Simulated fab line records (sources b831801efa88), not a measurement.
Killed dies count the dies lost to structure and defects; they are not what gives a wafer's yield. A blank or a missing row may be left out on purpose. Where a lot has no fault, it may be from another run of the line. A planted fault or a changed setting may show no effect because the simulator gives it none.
Which tool did it?    flow sky130    12 lots with 36 wafers sampled at 5 steps, on a route of 708 steps

== WHAT THE GAUGES SHOWED, per wafer ==
SKY_SONOS_ONO_THK_MEAS_05. Usual: SONOS_ONO_CVD_04_THK gives 5.77 nm (standard deviation 0.12).
lot   measured      on             SONOS_ONO_CVD_04_THK (nm)  flag
L540  day 11 13:53  film metro-02  5.72 5.57 5.66             
L542  day 12 06:53  film metro-01  5.81 5.84 5.77             
L547  day 13 15:28  film metro-03  5.63 5.50 5.58             
L549  day 14 10:30  film metro-03  5.59 5.62 5.67             
L551  day 15 07:05  film metro-02  5.71 5.75 5.75             
L553  day 17 13:04  film metro-01  5.95 6.00 5.90             
L557  day 17 13:07  film metro-02  5.73 5.80 5.82             
L556  day 17 13:09  film metro-01  6.02 5.92 5.98             
L559  day 18 00:15  film metro-01  5.65 5.76 5.74             
L561  day 18 14:05  film metro-03  5.90 5.89 5.81             
L562  day 18 23:40  film metro-03  5.84 5.74 5.72             
L563  day 19 04:17  film metro-03  5.48 5.79 5.71             

SKY_POLY_GATE_CD_MEAS_22. Usual: 149.4 nm for cd nm, sd 1.6.
lot   measured      on         cd nm (nm)         flag
L540  day 16 07:58  cd sem-01  150.0 150.4 149.3  
L542  day 17 02:58  cd sem-01  151.3 148.7 149.7  
L547  day 18 16:02  cd sem-01  150.2 147.9 148.7  
L549  day 19 14:08  cd sem-01  151.0 149.4 148.8  
L551  day 20 17:52  cd sem-01  147.1 149.1 148.9  
L553  day 23 03:32  cd sem-02  150.3 149.5 151.5  
L557  day 23 05:54  cd sem-02  150.0 152.5 147.6  
L556  day 23 03:37  cd sem-01  149.4 148.7 149.1  
L559  day 23 10:52  cd sem-02  147.7 146.1 148.9  
L561  day 25 07:53  cd sem-01  148.6 148.2 149.5  
L562  day 25 07:53  cd sem-02  149.4 149.1 151.2  
L563  day 25 08:03  cd sem-01  147.7 149.8 148.1  

SKY_SD_N_RS_MEAS_16: uses a four-point probe to measure. Usual: SD_N_RS gives 68.48 ohm/sq (standard deviation 0.11).
lot   measured      on             SD_N_RS (ohm/sq)                     flag
L540  day 27 16:20  film metro-04  68.43 68.38 68.29                    
L542  day 28 23:31  film metro-03  68.62 68.47 68.44                    
L547  day 29 22:44  film metro-02  68.44 68.56 68.55                    
L549  day 30 20:28  film metro-04  73.85 73.78 73.84 73.90 73.78 73.73  OFF
L551  day 31 19:07  film metro-02  73.68 73.87 73.74 73.89 73.83 73.87  OFF
L553  day 33 23:14  film metro-04  68.52 68.62 68.54                    
L557  day 34 01:44  film metro-04  68.40 68.46 68.52                    
L556  day 34 00:14  film metro-04  68.43 68.64 68.37                    
L559  day 34 04:50  film metro-02  68.35 68.41 68.51                    
L561  day 35 22:26  film metro-03  68.53 68.69 68.66                    
L562  day 35 22:10  film metro-02  68.62 68.46 68.58                    
L563  day 35 23:38  film metro-02  68.46 68.51 68.45                    

== EACH LOT AND THE TOOL THAT RAN IT (in order: tool; ch and the chambers of the sampled wafers; start) ==
lot   SKY_LDD_HVP_STRIP_09                  SKY_SD_N_RTA_14
L540  plasma asher-01 ch 0,1, day 21 08:41  rtp anneal-02 ch 0, day 27 16:10
L542  plasma asher-01 ch 0,1, day 22 05:31  rtp anneal-01 ch 0, day 28 23:20
L547  plasma asher-03 ch 0,1, day 23 19:58  rtp anneal-01 ch 0, day 29 22:33
L549  plasma asher-03 ch 0,1, day 24 16:00  rtp anneal-01 ch 0, day 30 20:16
L551  plasma asher-02 ch 0,1, day 25 17:34  rtp anneal-01 ch 0, day 31 18:56
L553  plasma asher-02 ch 0,1, day 28 00:28  rtp anneal-02 ch 0, day 33 23:03
L557  plasma asher-02 ch 0,1, day 28 02:41  rtp anneal-02 ch 0, day 34 01:34
L556  plasma asher-03 ch 0,1, day 28 01:29  rtp anneal-01 ch 0, day 34 00:01
L559  plasma asher-03 ch 0,1, day 28 06:38  rtp anneal-01 ch 0, day 34 04:37
L561  plasma asher-01 ch 0,1, day 30 05:10  rtp anneal-02 ch 0, day 35 22:15
L562  plasma asher-02 ch 0, day 30 03:59    rtp anneal-01 ch 0, day 35 21:56
L563  plasma asher-03 ch 0,1, day 30 05:43  rtp anneal-01 ch 0, day 35 23:25
- SKY_LDD_HVP_STRIP_09: strips in O2/N2.
- SKY_SD_N_RTA_14: time 2 s.

== WHAT THE TOOLS THEMSELVES READ (means of the sampled wafers that have a number; where no wafer has one, the mark that the record gives instead) ==
SKY_LDD_HVP_STRIP_09. Usual: drypump motor current A 5.8 A, standard deviation 0.51; n2 flow sccm 300.1 sccm, standard deviation 0.85; oes product au 0.408 a.u., standard deviation 0.0043; strip time to endpoint s 4.133 s, standard deviation 0.015.
lot   tool             drypump motor current A (A)  n2 flow sccm (sccm)  oes product au (a.u.)  strip time to endpoint s (s)  flag
L540  plasma asher-01  5.6                          299.7                0.408                  4.119                         
L542  plasma asher-01  5.6                          299.8                0.408                  4.138                         
L547  plasma asher-03  6.4                          300.9                0.411                  4.148                         
L549  plasma asher-03  6.3                          299.2                0.412                  4.150                         
L551  plasma asher-02  5.8                          299.5                0.412                  4.137                         
L553  plasma asher-02  5.8                          300.7                0.409                  4.149                         
L557  plasma asher-02  5.8                          299.3                0.405                  4.133                         
L556  plasma asher-03  6.1                          300.5                0.404                  4.145                         
L559  plasma asher-03  6.3                          300.4                0.408                  4.137                         
L561  plasma asher-01  5.7                          300.7                0.406                  4.126                         
L562  plasma asher-02  5.0                          301.2                0.409                  4.150                         
L563  plasma asher-03  6.1                          300.5                0.413                  4.113                         

SKY_SD_N_RTA_14. Usual: lamp power pct 15.74 %, standard deviation 0.053; wafer_temp_C_max 1078.1, standard deviation 1.2.
lot   tool           lamp power pct (%)  wafer_temp_C_max  flag
L540  rtp anneal-02  15.75               1077.9            
L542  rtp anneal-01  15.73               1078.2            
L547  rtp anneal-01  15.70               1078.3            
L549  rtp anneal-01  14.56               1077.8            OFF
L551  rtp anneal-01  14.54               1076.6            OFF
L553  rtp anneal-02  15.78               1077.3            
L557  rtp anneal-02  15.73               1078.2            
L556  rtp anneal-01  15.71               1077.8            
L559  rtp anneal-01  15.71               1078.9            
L561  rtp anneal-02  15.75               1077.9            
L562  rtp anneal-01  15.75               1078.4            
L563  rtp anneal-01  15.75               1079.3            

== THE ANSWER, worked out from the rows above alone ==
Rule: a lot counts as off when the mean over its wafers that have a number is more than 3 standard deviations away from the usual mean. A lot without any number at a reading at which 4 lots or more have one is off too. Where the step has rows for the other lots, those lots are counted as sound. Order of review: gauges by route order, followed by the tools' own readings, for which a lot's mean as printed above is used. At the first step where some lot is off, the reading lying furthest off is the one used; lots without a number count as furthest.
Off: L549, L551, seen at SKY_SD_N_RS_MEAS_16 (SD_N_RS).
If a tool, at a process step before that reading, ran all the lots that are off and no sound lot after the first of them, it fits. The gauges at SKY_SD_N_RS_MEAS_16 aren't tried: what is off there is off at SKY_SD_N_RTA_14 too, on other tools, and a gauge's error can't cause that. Of those tried, none fits.

== WHAT HAD BEEN PUT IN BY THE SIMULATOR ==
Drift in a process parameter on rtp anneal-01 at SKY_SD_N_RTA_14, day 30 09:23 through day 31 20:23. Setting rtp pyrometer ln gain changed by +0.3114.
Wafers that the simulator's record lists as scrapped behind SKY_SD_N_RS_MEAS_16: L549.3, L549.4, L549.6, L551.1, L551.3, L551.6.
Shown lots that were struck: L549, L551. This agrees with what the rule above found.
